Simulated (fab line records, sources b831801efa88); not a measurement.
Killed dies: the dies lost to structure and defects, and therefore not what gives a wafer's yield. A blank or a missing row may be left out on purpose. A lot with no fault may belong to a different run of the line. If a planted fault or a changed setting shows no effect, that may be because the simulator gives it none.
A sampling plan put to the test / flow sfq-line / each of the 41 faults these records tell of, on one fab line, judged from the records of the lots it struck
The line's own looks make up the plan; these are the steps of the route where a gauge or inspection reads the wafer and leaves it unchanged. Where struck wafers have a number at a look and the file lists that look's usual mean and standard deviation on fault-free wafers, the look can be judged. Caught: a look later than the fault's first step finds the struck wafers' mean 4 or more of those standard deviations (sigma) from the usual mean. On the tool: here the same test is run on the tool's own readings at the fault's steps. Caught also covers a different recipe on the struck wafers, or a record left blank for those wafers only.

## THE FAULTS, as the simulator had put them in
1. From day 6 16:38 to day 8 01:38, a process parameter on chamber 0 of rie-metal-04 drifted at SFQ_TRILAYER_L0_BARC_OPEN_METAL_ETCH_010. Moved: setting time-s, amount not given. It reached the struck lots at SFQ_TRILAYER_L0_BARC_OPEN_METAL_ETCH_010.
2. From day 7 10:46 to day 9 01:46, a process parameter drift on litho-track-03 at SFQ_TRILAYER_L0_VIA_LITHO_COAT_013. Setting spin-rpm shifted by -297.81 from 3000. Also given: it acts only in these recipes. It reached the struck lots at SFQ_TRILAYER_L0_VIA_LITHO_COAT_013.
3. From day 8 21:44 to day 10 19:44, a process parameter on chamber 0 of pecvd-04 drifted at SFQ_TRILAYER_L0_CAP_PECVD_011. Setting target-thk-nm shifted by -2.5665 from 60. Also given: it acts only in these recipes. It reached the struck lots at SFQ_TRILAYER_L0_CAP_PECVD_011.
4. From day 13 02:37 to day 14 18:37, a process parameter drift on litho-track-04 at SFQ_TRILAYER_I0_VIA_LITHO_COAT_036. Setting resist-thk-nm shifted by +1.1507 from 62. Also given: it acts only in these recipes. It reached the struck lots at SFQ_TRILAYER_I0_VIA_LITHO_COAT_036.
5. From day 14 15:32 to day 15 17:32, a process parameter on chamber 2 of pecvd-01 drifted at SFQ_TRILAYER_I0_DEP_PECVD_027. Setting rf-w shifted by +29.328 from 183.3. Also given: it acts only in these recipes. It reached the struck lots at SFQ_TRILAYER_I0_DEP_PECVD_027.
6. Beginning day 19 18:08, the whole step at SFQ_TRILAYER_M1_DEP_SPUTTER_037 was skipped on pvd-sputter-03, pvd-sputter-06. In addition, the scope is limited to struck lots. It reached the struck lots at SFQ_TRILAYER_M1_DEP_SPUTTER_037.
7. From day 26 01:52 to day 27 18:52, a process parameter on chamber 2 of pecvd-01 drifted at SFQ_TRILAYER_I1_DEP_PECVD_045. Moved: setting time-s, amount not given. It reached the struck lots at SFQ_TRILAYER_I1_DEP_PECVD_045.
8. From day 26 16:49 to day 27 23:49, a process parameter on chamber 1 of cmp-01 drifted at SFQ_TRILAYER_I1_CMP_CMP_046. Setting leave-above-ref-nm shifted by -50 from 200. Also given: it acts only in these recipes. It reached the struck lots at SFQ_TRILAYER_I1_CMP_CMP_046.
9. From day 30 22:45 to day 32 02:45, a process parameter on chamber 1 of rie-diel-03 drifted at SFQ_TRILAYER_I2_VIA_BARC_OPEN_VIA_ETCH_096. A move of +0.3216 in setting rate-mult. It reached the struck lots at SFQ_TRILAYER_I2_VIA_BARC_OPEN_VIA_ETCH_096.
10. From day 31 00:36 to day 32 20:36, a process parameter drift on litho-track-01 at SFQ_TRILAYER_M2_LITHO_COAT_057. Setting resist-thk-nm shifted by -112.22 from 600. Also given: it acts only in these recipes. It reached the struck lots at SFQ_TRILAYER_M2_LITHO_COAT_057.
11. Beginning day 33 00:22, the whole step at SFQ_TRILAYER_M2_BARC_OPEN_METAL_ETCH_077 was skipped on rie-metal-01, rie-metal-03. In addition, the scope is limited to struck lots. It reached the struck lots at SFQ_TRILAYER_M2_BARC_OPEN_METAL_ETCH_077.
12. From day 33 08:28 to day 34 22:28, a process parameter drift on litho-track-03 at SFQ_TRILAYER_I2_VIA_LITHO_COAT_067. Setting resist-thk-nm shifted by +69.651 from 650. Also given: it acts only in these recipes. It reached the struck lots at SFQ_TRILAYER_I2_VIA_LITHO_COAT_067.
13. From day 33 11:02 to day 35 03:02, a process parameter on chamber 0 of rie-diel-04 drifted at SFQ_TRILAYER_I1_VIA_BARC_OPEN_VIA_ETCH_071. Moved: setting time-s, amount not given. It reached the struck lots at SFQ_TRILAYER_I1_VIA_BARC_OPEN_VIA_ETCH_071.
14. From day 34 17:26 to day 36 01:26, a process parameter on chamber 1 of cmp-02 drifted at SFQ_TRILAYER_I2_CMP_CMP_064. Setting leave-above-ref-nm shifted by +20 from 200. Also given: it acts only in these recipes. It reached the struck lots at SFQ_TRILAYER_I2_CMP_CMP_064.
15. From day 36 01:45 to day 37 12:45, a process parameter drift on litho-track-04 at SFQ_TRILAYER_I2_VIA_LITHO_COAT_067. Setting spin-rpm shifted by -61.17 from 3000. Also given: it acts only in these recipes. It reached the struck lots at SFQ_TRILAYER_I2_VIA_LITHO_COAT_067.
16. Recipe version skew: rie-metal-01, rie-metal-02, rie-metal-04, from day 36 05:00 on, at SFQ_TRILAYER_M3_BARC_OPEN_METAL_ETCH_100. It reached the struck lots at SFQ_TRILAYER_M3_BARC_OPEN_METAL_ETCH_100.
17. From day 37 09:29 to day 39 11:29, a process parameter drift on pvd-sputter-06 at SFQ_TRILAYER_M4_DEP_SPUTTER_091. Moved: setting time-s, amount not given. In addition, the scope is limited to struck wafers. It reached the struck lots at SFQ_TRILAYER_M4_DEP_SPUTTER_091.
18. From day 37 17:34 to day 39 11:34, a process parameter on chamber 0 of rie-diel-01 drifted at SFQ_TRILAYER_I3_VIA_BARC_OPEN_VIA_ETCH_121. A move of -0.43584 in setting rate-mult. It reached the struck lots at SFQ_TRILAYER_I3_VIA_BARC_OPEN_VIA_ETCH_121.
19. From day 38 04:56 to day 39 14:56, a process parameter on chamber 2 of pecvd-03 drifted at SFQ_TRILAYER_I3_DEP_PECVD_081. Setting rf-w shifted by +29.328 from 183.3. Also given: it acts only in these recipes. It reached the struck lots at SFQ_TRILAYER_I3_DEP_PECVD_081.
20. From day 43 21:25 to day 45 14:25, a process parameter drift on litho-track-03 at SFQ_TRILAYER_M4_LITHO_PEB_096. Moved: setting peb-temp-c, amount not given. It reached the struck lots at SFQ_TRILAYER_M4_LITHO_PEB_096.
21. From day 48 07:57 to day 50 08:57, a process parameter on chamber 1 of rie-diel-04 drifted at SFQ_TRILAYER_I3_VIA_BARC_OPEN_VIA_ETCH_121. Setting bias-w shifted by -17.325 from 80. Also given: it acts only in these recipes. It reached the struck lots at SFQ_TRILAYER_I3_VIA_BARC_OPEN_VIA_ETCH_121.
22. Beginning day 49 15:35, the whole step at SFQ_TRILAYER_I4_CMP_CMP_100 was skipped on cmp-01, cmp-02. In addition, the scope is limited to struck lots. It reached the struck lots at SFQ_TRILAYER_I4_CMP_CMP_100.
23. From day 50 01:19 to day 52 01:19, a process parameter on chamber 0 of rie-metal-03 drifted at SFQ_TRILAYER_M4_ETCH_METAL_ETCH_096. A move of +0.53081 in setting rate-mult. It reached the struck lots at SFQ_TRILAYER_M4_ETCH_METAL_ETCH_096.
24. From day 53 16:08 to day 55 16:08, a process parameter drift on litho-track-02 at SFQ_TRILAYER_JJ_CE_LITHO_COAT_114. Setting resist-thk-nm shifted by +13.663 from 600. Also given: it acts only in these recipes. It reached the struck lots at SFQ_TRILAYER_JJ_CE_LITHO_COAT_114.
25. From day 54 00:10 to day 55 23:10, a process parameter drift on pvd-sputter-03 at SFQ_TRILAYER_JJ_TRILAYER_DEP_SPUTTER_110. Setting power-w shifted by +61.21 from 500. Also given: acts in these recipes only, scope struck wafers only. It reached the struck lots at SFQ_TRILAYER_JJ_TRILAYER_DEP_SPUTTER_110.
26. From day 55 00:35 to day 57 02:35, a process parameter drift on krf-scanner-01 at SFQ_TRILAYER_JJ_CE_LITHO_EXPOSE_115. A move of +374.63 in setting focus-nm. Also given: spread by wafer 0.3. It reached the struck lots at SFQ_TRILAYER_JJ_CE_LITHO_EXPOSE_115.
27. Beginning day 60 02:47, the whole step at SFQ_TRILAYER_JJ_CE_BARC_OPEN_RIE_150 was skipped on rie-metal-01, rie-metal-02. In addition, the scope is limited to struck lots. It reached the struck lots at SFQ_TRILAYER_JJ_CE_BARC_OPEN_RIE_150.
28. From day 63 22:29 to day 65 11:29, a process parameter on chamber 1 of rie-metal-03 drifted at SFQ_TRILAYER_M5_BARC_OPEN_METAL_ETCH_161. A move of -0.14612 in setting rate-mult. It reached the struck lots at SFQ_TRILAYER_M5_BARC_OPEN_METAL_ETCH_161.
29. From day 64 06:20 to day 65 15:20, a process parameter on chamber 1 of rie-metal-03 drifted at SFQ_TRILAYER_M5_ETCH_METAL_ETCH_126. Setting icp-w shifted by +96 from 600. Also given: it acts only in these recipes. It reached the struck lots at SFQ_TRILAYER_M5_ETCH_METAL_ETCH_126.
30. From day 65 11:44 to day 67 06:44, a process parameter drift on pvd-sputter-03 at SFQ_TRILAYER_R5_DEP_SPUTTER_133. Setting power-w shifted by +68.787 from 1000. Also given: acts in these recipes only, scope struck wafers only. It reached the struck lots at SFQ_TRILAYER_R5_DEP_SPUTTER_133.
31. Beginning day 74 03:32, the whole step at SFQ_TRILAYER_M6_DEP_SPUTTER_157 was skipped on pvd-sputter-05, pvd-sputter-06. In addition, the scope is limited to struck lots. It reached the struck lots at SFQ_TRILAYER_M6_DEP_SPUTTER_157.
32. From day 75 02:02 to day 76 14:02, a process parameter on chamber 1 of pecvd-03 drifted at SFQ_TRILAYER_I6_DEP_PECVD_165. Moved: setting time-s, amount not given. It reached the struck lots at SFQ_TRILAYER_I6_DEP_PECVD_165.
33. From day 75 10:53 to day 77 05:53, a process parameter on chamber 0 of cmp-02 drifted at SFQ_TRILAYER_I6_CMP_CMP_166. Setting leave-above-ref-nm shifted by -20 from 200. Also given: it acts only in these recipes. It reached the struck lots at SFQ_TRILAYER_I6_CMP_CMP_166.
34. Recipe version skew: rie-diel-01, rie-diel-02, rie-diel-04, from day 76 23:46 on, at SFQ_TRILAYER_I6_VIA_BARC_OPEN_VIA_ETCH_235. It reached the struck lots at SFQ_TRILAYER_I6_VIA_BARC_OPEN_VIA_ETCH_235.
35. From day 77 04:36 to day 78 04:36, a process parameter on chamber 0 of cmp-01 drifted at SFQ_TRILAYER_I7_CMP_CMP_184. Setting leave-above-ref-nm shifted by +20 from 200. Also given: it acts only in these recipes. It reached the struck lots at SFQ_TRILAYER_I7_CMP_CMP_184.
36. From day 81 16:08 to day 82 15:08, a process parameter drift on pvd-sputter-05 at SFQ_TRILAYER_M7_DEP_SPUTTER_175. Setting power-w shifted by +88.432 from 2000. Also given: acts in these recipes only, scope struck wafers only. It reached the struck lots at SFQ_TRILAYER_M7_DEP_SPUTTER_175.
37. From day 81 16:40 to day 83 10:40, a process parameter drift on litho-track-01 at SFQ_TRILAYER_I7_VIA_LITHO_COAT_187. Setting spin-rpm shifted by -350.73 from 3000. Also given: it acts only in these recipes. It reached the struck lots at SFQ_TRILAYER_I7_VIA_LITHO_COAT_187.
38. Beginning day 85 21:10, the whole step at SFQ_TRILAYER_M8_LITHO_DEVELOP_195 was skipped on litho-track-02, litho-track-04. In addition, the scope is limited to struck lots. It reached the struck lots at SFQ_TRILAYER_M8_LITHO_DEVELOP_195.
39. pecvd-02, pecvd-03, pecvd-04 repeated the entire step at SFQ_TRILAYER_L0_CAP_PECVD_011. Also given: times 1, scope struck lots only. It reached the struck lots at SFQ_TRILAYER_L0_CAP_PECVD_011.
40. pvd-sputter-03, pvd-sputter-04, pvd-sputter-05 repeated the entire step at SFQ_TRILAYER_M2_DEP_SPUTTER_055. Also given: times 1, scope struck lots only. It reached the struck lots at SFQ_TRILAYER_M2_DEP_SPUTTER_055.
41. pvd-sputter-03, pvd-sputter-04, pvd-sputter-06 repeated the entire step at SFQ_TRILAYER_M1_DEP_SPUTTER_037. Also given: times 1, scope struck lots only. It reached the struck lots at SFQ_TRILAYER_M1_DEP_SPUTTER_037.

## WHAT THE PLAN SAW
fault=1; on the tool itself=oes-product-au +72 sigma; first look that catches it=no look after it can be judged; reading, sigma=-; median hours from its first step to that look=-; hours from the fault's start to the first struck lot there=-; judged looks passed uncaught=0
fault=2; on the tool itself=spin-speed-rpm -99 or beyond sigma; first look that catches it=not the one look that can be judged after it; reading, sigma=-; median hours from its first step to that look=-; hours from the fault's start to the first struck lot there=-; judged looks passed uncaught=1
fault=3; on the tool itself=only faintly: heater-power-w -2.7 sigma; first look that catches it=not the one look that can be judged after it; reading, sigma=-; median hours from its first step to that look=-; hours from the fault's start to the first struck lot there=-; judged looks passed uncaught=1
fault=4; on the tool itself=no reading that can be judged; first look that catches it=not the one look that can be judged after it; reading, sigma=-; median hours from its first step to that look=-; hours from the fault's start to the first struck lot there=-; judged looks passed uncaught=1
fault=5; on the tool itself=rf-fwd-power-W +47 sigma; first look that catches it=no look after it can be judged; reading, sigma=-; median hours from its first step to that look=-; hours from the fault's start to the first struck lot there=-; judged looks passed uncaught=0
fault=6; on the tool itself=the tool's record is blank for the struck wafers; first look that catches it=no look after it can be judged; reading, sigma=-; median hours from its first step to that look=-; hours from the fault's start to the first struck lot there=-; judged looks passed uncaught=0
fault=7; on the tool itself=run-length-s +32 sigma; first look that catches it=no look after it can be judged; reading, sigma=-; median hours from its first step to that look=-; hours from the fault's start to the first struck lot there=-; judged looks passed uncaught=0
fault=8; on the tool itself=time-to-endpoint-s +4.7 sigma; first look that catches it=no look after it can be judged; reading, sigma=-; median hours from its first step to that look=-; hours from the fault's start to the first struck lot there=-; judged looks passed uncaught=0
fault=9; on the tool itself=under 2 sigma; first look that catches it=no look after it can be judged; reading, sigma=-; median hours from its first step to that look=-; hours from the fault's start to the first struck lot there=-; judged looks passed uncaught=0
fault=10; on the tool itself=no reading that can be judged; first look that catches it=not the one look that can be judged after it; reading, sigma=-; median hours from its first step to that look=-; hours from the fault's start to the first struck lot there=-; judged looks passed uncaught=1
fault=11; on the tool itself=the tool's record is blank for the struck wafers; first look that catches it=no look after it can be judged; reading, sigma=-; median hours from its first step to that look=-; hours from the fault's start to the first struck lot there=-; judged looks passed uncaught=0
fault=12; on the tool itself=no reading that can be judged; first look that catches it=not the one look that can be judged after it; reading, sigma=-; median hours from its first step to that look=-; hours from the fault's start to the first struck lot there=-; judged looks passed uncaught=1
fault=13; on the tool itself=oes-product-au +30 sigma; first look that catches it=no look after it can be judged; reading, sigma=-; median hours from its first step to that look=-; hours from the fault's start to the first struck lot there=-; judged looks passed uncaught=0
fault=14; on the tool itself=only faintly: time-to-endpoint-s -2.1 sigma; first look that catches it=none of the 2 looks that can be judged after it; reading, sigma=-; median hours from its first step to that look=-; hours from the fault's start to the first struck lot there=-; judged looks passed uncaught=2
fault=15; on the tool itself=spin-speed-rpm -33 sigma; first look that catches it=not the one look that can be judged after it; reading, sigma=-; median hours from its first step to that look=-; hours from the fault's start to the first struck lot there=-; judged looks passed uncaught=1
fault=16; on the tool itself=oes-product-au +28 sigma; first look that catches it=no look after it can be judged; reading, sigma=-; median hours from its first step to that look=-; hours from the fault's start to the first struck lot there=-; judged looks passed uncaught=0
fault=17; on the tool itself=under 2 sigma; first look that catches it=SFQ_M4_RS_MEAS_924; reading, sigma=M4_NB_RS -4.2; median hours from its first step to that look=0.1; hours from the fault's start to the first struck lot there=49; judged looks passed uncaught=0
fault=18; on the tool itself=under 2 sigma; first look that catches it=no look after it can be judged; reading, sigma=-; median hours from its first step to that look=-; hours from the fault's start to the first struck lot there=-; judged looks passed uncaught=0
fault=19; on the tool itself=rf-fwd-power-W +47 sigma; first look that catches it=no look after it can be judged; reading, sigma=-; median hours from its first step to that look=-; hours from the fault's start to the first struck lot there=-; judged looks passed uncaught=0
fault=20; on the tool itself=heater-power-total-W -21 sigma; first look that catches it=not the one look that can be judged after it; reading, sigma=-; median hours from its first step to that look=-; hours from the fault's start to the first struck lot there=-; judged looks passed uncaught=1
fault=21; on the tool itself=bias-w -72 sigma; first look that catches it=no look after it can be judged; reading, sigma=-; median hours from its first step to that look=-; hours from the fault's start to the first struck lot there=-; judged looks passed uncaught=0
fault=22; on the tool itself=the tool's record is blank for the struck wafers; first look that catches it=not the one look that can be judged after it; reading, sigma=-; median hours from its first step to that look=-; hours from the fault's start to the first struck lot there=-; judged looks passed uncaught=1
fault=23; on the tool itself=under 2 sigma; first look that catches it=no look after it can be judged; reading, sigma=-; median hours from its first step to that look=-; hours from the fault's start to the first struck lot there=-; judged looks passed uncaught=0
fault=24; on the tool itself=no reading that can be judged; first look that catches it=not the one look that can be judged after it; reading, sigma=-; median hours from its first step to that look=-; hours from the fault's start to the first struck lot there=-; judged looks passed uncaught=1
fault=25; on the tool itself=cathode-dc-power-W +99 or beyond sigma; first look that catches it=no look after it can be judged; reading, sigma=-; median hours from its first step to that look=-; hours from the fault's start to the first struck lot there=-; judged looks passed uncaught=0
fault=26; on the tool itself=no reading that can be judged; first look that catches it=no look after it can be judged; reading, sigma=-; median hours from its first step to that look=-; hours from the fault's start to the first struck lot there=-; judged looks passed uncaught=0
fault=27; on the tool itself=the tool's record is blank for the struck wafers; first look that catches it=not the one look that can be judged after it; reading, sigma=-; median hours from its first step to that look=-; hours from the fault's start to the first struck lot there=-; judged looks passed uncaught=1
fault=28; on the tool itself=under 2 sigma; first look that catches it=no look after it can be judged; reading, sigma=-; median hours from its first step to that look=-; hours from the fault's start to the first struck lot there=-; judged looks passed uncaught=0
fault=29; on the tool itself=rf-fwd-power-W +56 sigma; first look that catches it=no look after it can be judged; reading, sigma=-; median hours from its first step to that look=-; hours from the fault's start to the first struck lot there=-; judged looks passed uncaught=0
fault=30; on the tool itself=cathode-dc-power-W +99 or beyond sigma; first look that catches it=SFQ_R5_RS_MEAS_933; reading, sigma=R5_MONX_RS -9.8; median hours from its first step to that look=0.1; hours from the fault's start to the first struck lot there=34; judged looks passed uncaught=0
fault=31; on the tool itself=the tool's record is blank for the struck wafers; first look that catches it=no look after it can be judged; reading, sigma=-; median hours from its first step to that look=-; hours from the fault's start to the first struck lot there=-; judged looks passed uncaught=0
fault=32; on the tool itself=run-length-s +21 sigma; first look that catches it=no look after it can be judged; reading, sigma=-; median hours from its first step to that look=-; hours from the fault's start to the first struck lot there=-; judged looks passed uncaught=0
fault=33; on the tool itself=only faintly: time-to-endpoint-s +2.7 sigma; first look that catches it=no look after it can be judged; reading, sigma=-; median hours from its first step to that look=-; hours from the fault's start to the first struck lot there=-; judged looks passed uncaught=0
fault=34; on the tool itself=oes-product-au +27 sigma; first look that catches it=no look after it can be judged; reading, sigma=-; median hours from its first step to that look=-; hours from the fault's start to the first struck lot there=-; judged looks passed uncaught=0
fault=35; on the tool itself=only faintly: time-to-endpoint-s -3.3 sigma; first look that catches it=no look after it can be judged; reading, sigma=-; median hours from its first step to that look=-; hours from the fault's start to the first struck lot there=-; judged looks passed uncaught=0
fault=36; on the tool itself=cathode-dc-power-W +99 or beyond sigma; first look that catches it=SFQ_M7_RS_MEAS_943; reading, sigma=M7_NB_RS -6.3; median hours from its first step to that look=0.1; hours from the fault's start to the first struck lot there=4; judged looks passed uncaught=0
fault=37; on the tool itself=spin-speed-rpm -99 or beyond sigma; first look that catches it=not the one look that can be judged after it; reading, sigma=-; median hours from its first step to that look=-; hours from the fault's start to the first struck lot there=-; judged looks passed uncaught=1
fault=38; on the tool itself=no reading that can be judged; first look that catches it=no look after it can be judged; reading, sigma=-; median hours from its first step to that look=-; hours from the fault's start to the first struck lot there=-; judged looks passed uncaught=0
fault=39; on the tool itself=under 2 sigma; first look that catches it=no look after it can be judged; reading, sigma=-; median hours from its first step to that look=-; hours from the fault's start to the first struck lot there=-; judged looks passed uncaught=0
fault=40; on the tool itself=under 2 sigma; first look that catches it=SFQ_M2_RS_MEAS_914; reading, sigma=M2_NB_RS -64; median hours from its first step to that look=0.4; hours from the fault's start to the first struck lot there=-; judged looks passed uncaught=0
fault=41; on the tool itself=under 2 sigma; first look that catches it=SFQ_M1_RS_MEAS_909; reading, sigma=M1_NB_RS -54; median hours from its first step to that look=0.4; hours from the fault's start to the first struck lot there=-; judged looks passed uncaught=0
A dash: the fault isn't caught, or these records don't give the number.

Caught at a look: 5 of 41. Caught on the tool: 23 of 41. By one or the other: 26 of 41.
On the tool alone, faults 1, 2, 5, 6, 7, 8, 11, 13, 15, 16, 19, 20, 21, 22, 25, 27, 29, 31, 32, 34, 37 were caught.
Caught at a look alone: faults 17, 40, 41.
Caught by neither: faults 3, 4, 9, 10, 12, 14, 18, 23, 24, 26, 28, 33, 35, 38, 39.

## THINNER SAMPLING
In the worst case, this is how late the first struck lot would be measured if the look that catches a fault measured only every second or every third lot, by lot number:
fault=17; struck lots at that look, in order of time=L978; every lot=49 h; every second lot=may miss it; every third lot=may miss it
fault=30; struck lots at that look, in order of time=L533; every lot=34 h; every second lot=may miss it; every third lot=may miss it
fault=36; struck lots at that look, in order of time=L894, L896; every lot=4 h; every second lot=may miss all 2; every third lot=may miss all 2
Hours count from the start of the fault until the first struck lot that is measured. 4 sigma limit: tested on the pooled struck wafers, so a lone lot may be under it. Other struck lots may not be in these records.

## THE LONGEST TIMED WAY FROM STEP TO LOOK
Fault 41: a median of 0.4 hours passes between SFQ_TRILAYER_M1_DEP_SPUTTER_037 and SFQ_M1_RS_MEAS_909. No look between them can be judged.
